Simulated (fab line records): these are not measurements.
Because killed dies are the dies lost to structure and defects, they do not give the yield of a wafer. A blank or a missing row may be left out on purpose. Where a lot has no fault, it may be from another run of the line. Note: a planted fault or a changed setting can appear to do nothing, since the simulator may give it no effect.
Which tool is to blame? | flow sky130 | 42 wafers from 14 lots sampled at 6 of the route's 708 steps

WHAT THE GAUGES READ, wafer by wafer
SKY_SONOS_TUNNEL_CD_MEAS_07: target cd 410 nm. Usual: cd-nm at 410.1 nm, with a standard deviation of 2.2.
lot  | measured     | on        | cd-nm (nm)        | flag
L844 | day 11 13:26 | cd-sem-01 | 409.5 408.6 411.1 |
L846 | day 12 05:18 | cd-sem-01 | 410.7 411.1 410.9 |
L847 | day 12 17:33 | cd-sem-02 | 412.3 411.1 411.7 |
L848 | day 12 23:17 | cd-sem-01 | 408.1 409.5 409.0 |
L850 | day 13 16:31 | cd-sem-01 | 410.2 409.7 410.5 |
L852 | day 14 04:43 | cd-sem-02 | 415.9 412.8 415.1 |
L854 | day 15 02:01 | cd-sem-01 | 406.3 407.3 407.6 |
L855 | day 15 09:56 | cd-sem-01 | 406.7 407.4 407.0 |
L857 | day 15 20:59 | cd-sem-01 | 411.6 410.7 411.7 |
L856 | day 15 21:55 | cd-sem-02 | 408.8 407.9 409.7 |
L858 | day 16 04:35 | cd-sem-01 | 408.5 410.7 410.3 |
L864 | day 18 06:30 | cd-sem-02 | 407.5 408.2 409.8 |
L865 | day 18 15:10 | cd-sem-01 | 413.1 413.0 413.8 |
L866 | day 18 21:08 | cd-sem-01 | 412.9 409.6 414.0 |

SKY_SONOS_TUNNEL_TW_MEAS_12. Usual: SONOS_TUNNEL_TW 196.9, standard deviation 1.4.
lot  | measured     | on            | SONOS_TUNNEL_TW   | flag
L844 | day 11 13:59 | film-metro-03 | 196.5 196.6 196.3 |
L846 | day 12 05:52 | film-metro-01 | 197.3 196.4 197.8 |
L847 | day 12 18:08 | film-metro-04 | 198.4 199.1 198.4 |
L848 | day 12 23:50 | film-metro-04 | 198.5 199.0 198.3 |
L850 | day 13 17:04 | film-metro-04 | 197.1 197.6 198.3 |
L852 | day 14 05:15 | film-metro-04 | 199.2 199.2 198.1 |
L854 | day 15 02:36 | film-metro-01 | 198.6 198.5 197.6 |
L855 | day 15 10:32 | film-metro-01 | 198.2 198.9 197.3 |
L857 | day 15 21:31 | film-metro-03 | 196.2 195.3 195.6 |
L856 | day 15 22:29 | film-metro-03 | 196.4 195.3 195.6 |
L858 | day 16 05:08 | film-metro-03 | 194.2 194.6 194.8 |
L864 | day 18 07:04 | film-metro-03 | 195.5 195.8 196.7 |
L865 | day 18 15:44 | film-metro-01 | 197.1 197.9 197.0 |
L866 | day 18 21:43 | film-metro-01 | 197.4 197.9 197.9 |

SKY_LDD_N_TW_MEAS_17. Usual: LDD_N_TW 2589, standard deviation 14.
lot  | measured     | on            | LDD_N_TW       | flag
L844 | day 17 23:45 | film-metro-02 | 2580 2571 2592 |
L846 | day 18 21:17 | film-metro-04 | 2600 2595 2593 |
L847 | day 19 05:41 | film-metro-01 | 2589 2596 2583 |
L848 | day 19 13:00 | film-metro-01 | 2583 2584 2586 |
L850 | day 20 18:25 | film-metro-01 | 2600 2619 2596 |
L852 | day 21 04:55 | film-metro-01 | 2602 2593 2601 |
L854 | day 22 05:08 | film-metro-04 | 2590 2586 2582 |
L855 | day 22 10:02 | film-metro-02 | 2568 2555 2558 |
L857 | day 22 18:43 | film-metro-01 | 2455 2459 2471 | OFF
L856 | day 23 01:26 | film-metro-04 | 2455 2449 2442 | OFF
L858 | day 23 08:14 | film-metro-01 | 2582 2593 2595 |
L864 | day 25 07:59 | film-metro-01 | 2614 2594 2605 |
L865 | day 25 14:59 | film-metro-01 | 2600 2591 2602 |
L866 | day 25 18:56 | film-metro-02 | 2565 2561 2572 |

SKY_LDD_HVN_OVL_MEAS_07. Usual: LDD_HVN_OVL 0.5 nm, standard deviation 1.3.
lot  | measured     | on         | LDD_HVN_OVL (nm) | flag
L844 | day 20 13:01 | overlay-01 | 0.3 1.0 1.0      |
L846 | day 21 11:42 | overlay-02 | 1.9 0.6 0.1      |
L847 | day 21 19:42 | overlay-01 | 0.8 1.1 -1.0     |
L848 | day 22 02:23 | overlay-02 | 4.0 3.3 3.0      |
L850 | day 23 08:24 | overlay-02 | -0.8 -1.6 0.8    |
L852 | day 23 18:37 | overlay-02 | 2.1 1.0 -0.1     |
L854 | day 24 16:36 | overlay-01 | 1.9 1.1 1.0      |
L855 | day 24 22:07 | overlay-02 | 1.5 1.2 0.9      |
L858 | day 26 02:00 | overlay-01 | 2.0 0.9 0.5      |
L864 | day 27 16:56 | overlay-01 | 0.5 0.2 0.6      |
L865 | day 27 23:00 | overlay-02 | -0.1 -0.5 0.9    |
L866 | day 28 05:17 | overlay-02 | 0.2 0.4 -0.1     |

WHICH TOOL RAN EACH LOT (tool, then ch and the chambers of the sampled wafers, then the start)
lot  | SKY_LDD_N_IMPLANT_11            | SKY_LDD_N_STRIP_16
L844 | implanter-02 ch 0, day 17 22:55 | plasma-asher-02 ch 0,1, day 17 23:38
L846 | implanter-02 ch 0, day 18 20:26 | plasma-asher-04 ch 0,1, day 18 21:11
L847 | implanter-02 ch 0, day 19 04:50 | plasma-asher-04 ch 0,1, day 19 05:35
L848 | implanter-02 ch 0, day 19 12:11 | plasma-asher-02 ch 0,1, day 19 12:55
L850 | implanter-02 ch 0, day 20 17:35 | plasma-asher-01 ch 0,1, day 20 18:19
L852 | implanter-04 ch 0, day 21 04:07 | plasma-asher-04 ch 0,1, day 21 04:49
L854 | implanter-04 ch 0, day 22 04:17 | plasma-asher-04 ch 0,1, day 22 05:02
L855 | implanter-02 ch 0, day 22 09:11 | plasma-asher-01 ch 0,1, day 22 09:56
L857 | implanter-03, day 22 17:54      | plasma-asher-02 ch 0,1, day 22 18:37
L856 | implanter-04, day 23 00:35      | plasma-asher-01 ch 0,1, day 23 01:20
L858 | implanter-04 ch 0, day 23 07:25 | plasma-asher-01 ch 0,1, day 23 08:08
L864 | implanter-03 ch 0, day 25 07:08 | plasma-asher-01 ch 1, day 25 07:53
L865 | implanter-03 ch 0, day 25 14:09 | plasma-asher-01 ch 0,1, day 25 14:53
L866 | implanter-04 ch 0, day 25 17:59 | plasma-asher-02 ch 0,1, day 25 18:44
- SKY_LDD_N_IMPLANT_11
- SKY_LDD_N_STRIP_16: strips in O2/N2.

WHAT THE TOOLS THEMSELVES READ (means of the sampled wafers that have a number; where no wafer has one, the mark that the record gives instead)
SKY_LDD_N_IMPLANT_11. Usual: beam-energy-keV 19.999, standard deviation 0.0061; beam-on-s 9.99 s, standard deviation 0.19; rotation-deg 292.99 degrees, standard deviation 0.049.
lot  | tool         | beam-energy-keV | beam-on-s (s) | rotation-deg (degrees) | flag
L844 | implanter-02 | 19.999          | 9.97          | 293.00                 |
L846 | implanter-02 | 19.998          | 9.93          | 292.96                 |
L847 | implanter-02 | 20.007          | 10.00         | 292.99                 |
L848 | implanter-02 | 19.998          | 9.96          | 293.00                 |
L850 | implanter-02 | 19.997          | 10.06         | 292.99                 |
L852 | implanter-04 | 20.000          | 9.91          | 293.02                 |
L854 | implanter-04 | 19.996          | 10.14         | 292.97                 |
L855 | implanter-02 | 19.999          | 10.02         | 292.98                 |
L857 | implanter-03 | -               | -             | -                      | OFF
L856 | implanter-04 | -               | -             | -                      | OFF
L858 | implanter-04 | 20.000          | 9.87          | 293.01                 |
L864 | implanter-03 | 19.999          | 9.84          | 293.01                 |
L865 | implanter-03 | 19.999          | 9.88          | 293.03                 |
L866 | implanter-04 | 20.000          | 9.95          | 293.03                 |

SKY_LDD_N_STRIP_16. Usual: drypump-motor-current-A 5.4 A, standard deviation 0.34; oes-product-au 0.406 a.u., standard deviation 0.0042; strip-time-to-endpoint-s 4.309 s, standard deviation 0.016.
lot  | tool            | drypump-motor-current-A (A) | oes-product-au (a.u.) | strip-time-to-endpoint-s (s) | flag
L844 | plasma-asher-02 | 5.1                         | 0.404                 | 4.305                        |
L846 | plasma-asher-04 | 5.5                         | 0.409                 | 4.330                        |
L847 | plasma-asher-04 | 5.2                         | 0.407                 | 4.313                        |
L848 | plasma-asher-02 | 5.5                         | 0.404                 | 4.310                        |
L850 | plasma-asher-01 | 5.5                         | 0.405                 | 4.286                        |
L852 | plasma-asher-04 | 5.2                         | 0.406                 | 4.341                        |
L854 | plasma-asher-04 | 5.5                         | 0.405                 | 4.295                        |
L855 | plasma-asher-01 | 5.5                         | 0.408                 | 4.307                        |
L857 | plasma-asher-02 | 5.4                         | 0.407                 | 4.107                        | OFF
L856 | plasma-asher-01 | 5.5                         | 0.409                 | 4.131                        | OFF
L858 | plasma-asher-01 | 5.5                         | 0.403                 | 4.295                        |
L864 | plasma-asher-01 | 5.5                         | 0.410                 | 4.326                        |
L865 | plasma-asher-01 | 5.5                         | 0.406                 | 4.324                        |
L866 | plasma-asher-02 | 5.4                         | 0.406                 | 4.322                        |

THE ANSWER, worked out from the rows above alone
Rule: lot off if the mean of its wafers having a number is beyond 3 standard deviations from the usual mean. A lot without any number at a reading at which 4 lots or more have one is off too. All remaining lots with rows at the step are treated as sound. After the gauges, taken in route order, come the tools' own readings; for these a lot's mean is taken, as printed above. At the first step where some lot is off, the reading lying furthest off is the one used; lots without a number count as furthest.
Off: L857, L856, at SKY_LDD_N_TW_MEAS_17 (LDD_N_TW).
If a tool, at a process step before that reading, ran all the lots that are off and no sound lot after the first of them, it fits. Not tried: the gauges at SKY_LDD_N_TW_MEAS_17; whatever is off there is also off at SKY_LDD_N_IMPLANT_11, on other tools, and gauge error can't account for it. None of those tried fits.

WHAT THE SIMULATOR HAD PUT IN
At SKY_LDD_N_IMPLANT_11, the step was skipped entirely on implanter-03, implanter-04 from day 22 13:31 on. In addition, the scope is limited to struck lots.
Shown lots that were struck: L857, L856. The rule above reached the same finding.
